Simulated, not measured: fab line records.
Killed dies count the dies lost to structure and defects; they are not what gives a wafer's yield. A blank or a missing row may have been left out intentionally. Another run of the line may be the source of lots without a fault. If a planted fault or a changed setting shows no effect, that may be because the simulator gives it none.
fab line records | flow gf180mcu
[record] lots = 13 wafers = 39 last_day = 33
route steps=602 shown STI@25 VT_IMPLANT@98 M2@366
lots with no fault: from the same line, run without faults
start_h: hours from the record's opening day to when the first of the lot's shown wafers began | wait_h: hours from the lot's prior step to this one | " repeats the value in the row above | L1.1+2: a single row standing in for several wafers | - either no value or no given start | * or withheld: withheld | < > ~ a bound
route shown NAME@n: names a module that has steps shown in the file, with the first one's number in the route | usual: mean and standard deviation over wafers with no fault | same: alike in all rows | chamber/n: place in a boat | sites: each site's reading | _std_site: standard deviation across them | _edge_site: mean of outer sites minus mean of inner sites | radius_mm: how far each site lies from the wafer's centre | mask NAME#n: copy n | behind: the most recent tool/chamber to have shaped the wafer | hold: what put the lot on hold/how long, in hours/how the hold closed | device: the n, p or np transistor that did not switch | end of line: the same wafers' tests at the end of the route | a step without rows: its recipe alone | killed: dies that structure and defects cost at the first sort, which is not the same as the wafer's yield | map: the dies of a wafer, with x for killed, . for not killed, _ for no die there
set.NAME: the setting as run; set.NAME@STEP: as run at that earlier step | model.NAME: the simulator's own value behind a step, which no gauge read
route steps across a sampled set of lots; one table per step, one row per wafer
services: a tool's chamber out of use, with start hour (start_h, from the record's first day; less than 0 if before it), hours out, and reason
[[steps]]
[step GF_STI_THK_MEAS_24]
[recipe] reads = SiO2_of_STI_CVD_23
[usual] STI_CVD_23_THK = 652/6.5
// columns lot.wafer tool chamber start_h wait_h STI_CVD_23_THK[nm]
L474.1 film_metro-03 - 38.01 0.0 647
L474.4 " - " " 647
L474.5 " - " " 649
L475.1 film_metro-01 - 42.78 0.0 659
L475.3 " - " " 659
L475.4 " - " " 656
L476.1 film_metro-02 - 48.31 0.0 648
L476.5 " - " " 650
L476.6 " - " " 661
L478.1 film_metro-02 - 58.00 0.0 648
L478.5 " - " " 644
L478.6 " - " " 646
L480.4 film_metro-03 - 67.97 0.0 650
L480.5 " - " " 652
L480.6 " - " " 649
L481.2 film_metro-03 - 74.22 0.0 653
L481.3 " - " " 644
L481.6 " - " " 653
L482.3 film_metro-03 - 78.19 0.1 654
L482.4 " - " " 652
L482.6 " - " " 653
L483.3 film_metro-01 - 83.94 0.1 635
L483.4 " - " " 652
L483.5 " - " " 634
L484.1 film_metro-03 - 90.43 0.0 644
L484.3 " - " " 648
L484.4 " - " " 659
L487.1 film_metro-02 - 105.61 0.0 662
L487.4 " - " " 648
L487.6 " - " " 656
L489.1 film_metro-02 - 114.66 0.0 658
L489.3 " - " " 665
L489.5 " - " " 661
L490.2 film_metro-02 - 119.92 0.0 647
L490.3 " - " " 646
L490.5 " - " " 644
L491.1 film_metro-01 - 126.15 0.0 651
L491.2 " - " " 653
L491.4 " - " " 648
[step GF_VT_IMPLANT_IMPLANT_08]
[recipe] species = BF2 energy_kev = 20 dose_cm2 = 8.29e+12 tilt_deg = 7
[usual] dose_ions_cm2 = 8.29e+12/8.4e+09 faraday_current_uA = 46.8/0.94
// columns lot.wafer tool chamber start_h wait_h dose_ions_cm2 faraday_current_uA
L474.1 implanter-02 0 122.82 0.0 8.289e+12 45.4
L474.4 " 0 " " 8.297e+12 45.6
L474.5 " 0 " " 8.284e+12 45.8
L475.1 implanter-04 0 127.56 0.0 8.309e+12 47.7
L475.3 " 0 " " 8.288e+12 46.7
L475.4 " 0 " " 8.312e+12 46.3
L476.1 implanter-04 0 135.22 0.0 8.287e+12 46.9
L476.5 " 0 " " 8.28e+12 47.0
L476.6 " 0 " " 8.285e+12 47.7
L478.1 implanter-02 0 146.56 0.0 8.3e+12 47.4
L478.5 " 0 " " 8.294e+12 46.0
L478.6 " 0 " " 8.292e+12 47.6
L480.4 implanter-03 0 159.74 0.1 8.287e+12 44.7
L480.5 " 0 " " 8.293e+12 46.6
L480.6 " 0 " " 8.282e+12 47.2
L481.2 implanter-04 0 168.44 0.0 8.292e+12 46.4
L481.3 " 0 " " 8.29e+12 47.7
L481.6 " 0 " " 8.291e+12 47.6
L482.3 implanter-04 0 172.11 0.1 8.279e+12 49.5
L482.4 " 0 " " 8.293e+12 47.4
L482.6 " 0 " " 8.28e+12 46.6
L483.3 implanter-04 0 178.11 0.1 8.295e+12 46.7
L483.4 " 0 " " 8.273e+12 44.8
L483.5 " 0 " " 8.287e+12 47.7
L484.1 implanter-02 0 185.91 0.0 8.298e+12 47.3
L484.3 " 0 " " 8.286e+12 47.2
L484.4 " 0 " " 8.297e+12 47.2
L487.1 implanter-02 0 203.61 0.0 8.297e+12 45.6
L487.4 " 0 " " 8.288e+12 46.4
L487.6 " 0 " " 8.28e+12 46.7
L489.1 implanter-04 0 216.71 0.0 8.296e+12 47.8
L489.3 " 0 " " 8.293e+12 47.4
L489.5 " 0 " " 8.301e+12 47.1
L490.2 implanter-02 0 221.54 0.0 5.3271e+13 300.5
L490.3 " 0 " " 5.3265e+13 301.1
L490.5 " 0 " " 5.3269e+13 294.6
L491.1 implanter-02 0 228.31 0.0 5.3269e+13 286.2
L491.2 " 0 " " 5.3267e+13 305.3
L491.4 " 0 " " 5.3267e+13 294.5
[step GF_VT_IMPLANT_TW_MEAS_10]
[usual] VT_IMPLANT_TW = 562/4.4
// columns lot.wafer tool chamber start_h wait_h VT_IMPLANT_TW
L474.1 film_metro-01 - 123.07 0.1 566
L474.4 " - " " 565
L474.5 " - " " 566
L475.1 film_metro-01 - 127.81 0.1 562
L475.3 " - " " 564
L475.4 " - " " 565
L476.1 film_metro-01 - 135.47 0.1 564
L476.5 " - " " 565
L476.6 " - " " 565
L478.1 film_metro-04 - 146.81 0.1 555
L478.5 " - " " 556
L478.6 " - " " 553
L480.4 film_metro-01 - 159.94 0.1 564
L480.5 " - " " 563
L480.6 " - " " 562
L481.2 film_metro-02 - 168.67 0.1 558
L481.3 " - " " 559
L481.6 " - " " 558
L482.3 film_metro-04 - 172.33 0.1 554
L482.4 " - " " 557
L482.6 " - " " 552
L483.3 film_metro-02 - 178.33 0.1 561
L483.4 " - " " 560
L483.5 " - " " 557
L484.1 film_metro-02 - 186.16 0.1 559
L484.3 " - " " 560
L484.4 " - " " 560
L487.1 film_metro-01 - 203.99 0.2 567
L487.4 " - " " 569
L487.6 " - " " 562
L489.1 film_metro-04 - 216.96 0.1 558
L489.3 " - " " 559
L489.5 " - " " 560
L490.2 film_metro-04 - 221.77 0.1 1002
L490.3 " - " " 1003
L490.5 " - " " 998
L491.1 film_metro-01 - 228.56 0.1 1030
L491.2 " - " " 1026
L491.4 " - " " 1023
[step GF_M2_SPUTTER_04]
[recipe] material = TiN target_thk_nm = 50 power_w = 6500 time_s = 41.7 chamber_pressure_pa = 0.4
[usual] throttle_valve_pct = 30.1/1
// columns lot.wafer tool chamber start_h wait_h throttle_valve_pct
L474.1 pvd_sputter-04 - 429.31 0.0 30.7
L474.4 " - " " 28.7
L474.5 " - " " 31.6
L475.1 pvd_sputter-04 - 438.95 0.0 30.8
L475.3 " - " " 31.3
L475.4 " - " " 31.5
L476.1 pvd_sputter-04 - 447.69 0.0 31.0
L476.5 " - " " 31.3
L476.6 " - " " 30.6
L478.1 pvd_sputter-02 - 467.64 0.0 30.4
L478.5 " - " " 31.3
L478.6 " - " " 30.7
L480.4 pvd_sputter-04 - 487.32 0.0 30.5
L480.5 " - " " 30.8
L480.6 " - " " 31.1
L481.2 pvd_sputter-02 - 498.42 0.0 31.4
L481.3 " - " " 30.3
L481.6 " - " " 31.4
L482.3 pvd_sputter-04 - 503.96 0.0 31.5
L482.4 " - " " 28.5
L482.6 " - " " 28.4
L483.3 pvd_sputter-03 - 511.51 0.0 27.7
L483.4 " - " " 30.1
L483.5 " - " " 30.2
L484.1 pvd_sputter-03 - 522.86 0.0 30.2
L484.3 " - " " 29.8
L484.4 " - " " 30.3
L487.1 pvd_sputter-02 - 547.66 0.0 29.3
L487.4 " - " " 30.8
L487.6 " - " " 31.5
L489.1 pvd_sputter-02 - 564.36 0.0 31.3
L489.3 " - " " 30.4
L489.5 " - " " 30.4
L490.2 pvd_sputter-02 - 569.66 0.0 29.3
L490.3 " - " " 30.8
L490.5 " - " " 31.4
L491.1 pvd_sputter-02 - 578.17 0.0 29.3
L491.2 " - " " 30.3
L491.4 " - " " 31.2
[step GF_M2_RS_MEAS_05]
[recipe] thk_meas_gauge = four-point-probe reads = TiN_of_M2_SPUTTER_04+Ti_of_M2_SPUTTER_03+AlCu_of_M2_SPUTTER_02+TiN_of_M2_SPUTTER_01+Ti_of_M2_SPUTTER_00
[usual] M2_ALCU_RS = 0.0696/0.00079
// columns lot.wafer tool chamber start_h wait_h M2_ALCU_RS[ohm/sq]
L474.1 film_metro-02 - 429.35 0.0 0.0704
L474.4 " - " " 0.0712
L474.5 " - " " 0.0682
L475.1 film_metro-02 - 438.99 0.0 0.0702
L475.3 " - " " 0.0689
L475.4 " - " " 0.0695
L476.1 film_metro-03 - 447.73 0.0 0.0701
L476.5 " - " " 0.0684
L476.6 " - " " 0.0706
L478.1 film_metro-03 - 467.68 0.0 0.0702
L478.5 " - " " 0.0695
L478.6 " - " " 0.0694
L480.4 film_metro-02 - 487.42 0.1 0.0703
L480.5 " - " " 0.0704
L480.6 " - " " 0.0701
L481.2 film_metro-04 - 498.48 0.0 0.0685
L481.3 " - " " 0.0689
L481.6 " - " " 0.0684
L482.3 film_metro-02 - 504.04 0.1 0.0685
L482.4 " - " " 0.0700
L482.6 " - " " 0.0704
L483.3 film_metro-03 - 511.59 0.1 0.0696
L483.4 " - " " 0.0694
L483.5 " - " " 0.0702
L484.1 film_metro-04 - 522.90 0.0 0.0706
L484.3 " - " " 0.0699
L484.4 " - " " 0.0694
L487.1 film_metro-02 - 547.70 0.0 0.0695
L487.4 " - " " 0.0699
L487.6 " - " " 0.0700
L489.1 film_metro-02 - 564.40 0.0 0.0700
L489.3 " - " " 0.0691
L489.5 " - " " 0.0691
L490.2 film_metro-03 - 569.72 0.0 0.0699
L490.3 " - " " 0.0695
L490.5 " - " " 0.0699
L491.1 film_metro-03 - 578.21 0.0 0.0690
L491.2 " - " " 0.0684
L491.4 " - " " 0.0687
[[services]]
// columns tool chamber start_h hours kind
pvd_sputter-03 - 126.53 1.4 repair
pvd_sputter-02 - 127.29 6.3 repair
implanter-04 - 128.21 3.0 repair
implanter-03 - 139.91 5.5 pm
implanter-03 - 147.50 2.8 repair
implanter-04 - 181.44 2.9 pm
pvd_sputter-02 - 191.61 6.2 repair
pvd_sputter-04 - 206.22 4.4 repair
pvd_sputter-03 - 215.59 2.6 repair
pvd_sputter-02 - 269.33 2.5 repair
implanter-02 - 310.71 3.2 repair
pvd_sputter-02 - 312.23 3.2 repair
implanter-02 - 316.83 11.4 pm
pvd_sputter-02 - 328.55 4.1 repair
implanter-02 - 359.27 5.8 pm
implanter-04 - 369.92 4.4 pm
implanter-04 - 378.10 2.3 repair
pvd_sputter-03 - 415.81 3.2 repair
implanter-02 - 416.06 2.4 repair
implanter-02 - 438.45 42.4 pm
implanter-04 - 495.35 6.8 repair
implanter-04 - 496.05 3.4 repair
pvd_sputter-03 - 573.68 3.8 repair
pvd_sputter-03 - 574.17 4.4 repair
[[key]]
[first_sign] step = GF_VT_IMPLANT_IMPLANT_08 reading = dose_ions_cm2 direction = up sigmas = 99+ usual = 8.29e+12 struck = 5.3268e+13
[effect] step = GF_VT_IMPLANT_IMPLANT_08 reading = faraday_current_uA direction = up sigmas = 99+ usual = 46.8 struck = 297.0
[effect] step = GF_VT_IMPLANT_TW_MEAS_10 reading = VT_IMPLANT_TW direction = up sigmas = 99+ usual = 562 struck = 1014
met_at GF_VT_IMPLANT_IMPLANT_08
struck_lots L490,L491
tester_left_out L490,L491
not_acting_at GF_STI_THK_MEAS_24,GF_M2_SPUTTER_04,GF_M2_RS_MEAS_05
onset_between 203.61 221.54
[fault] kind = process_parameter_drift tool = implanter-02 chamber = - onset_h = 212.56 steps = GF_VT_IMPLANT_IMPLANT_08 channel = dose_cm2 offset = 4.4974e+13 shape = step end_h = 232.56 acts_in = these_recipes_only stated = 8.29e+12
// tester_left_out: of these lots the tester's yield and bins aren't shown, on N5 and GAA mostly nor the transistor test; their killed dies are dies lost to structure and defects alone, not to doping, threshold or leakage, so they don't give the yield
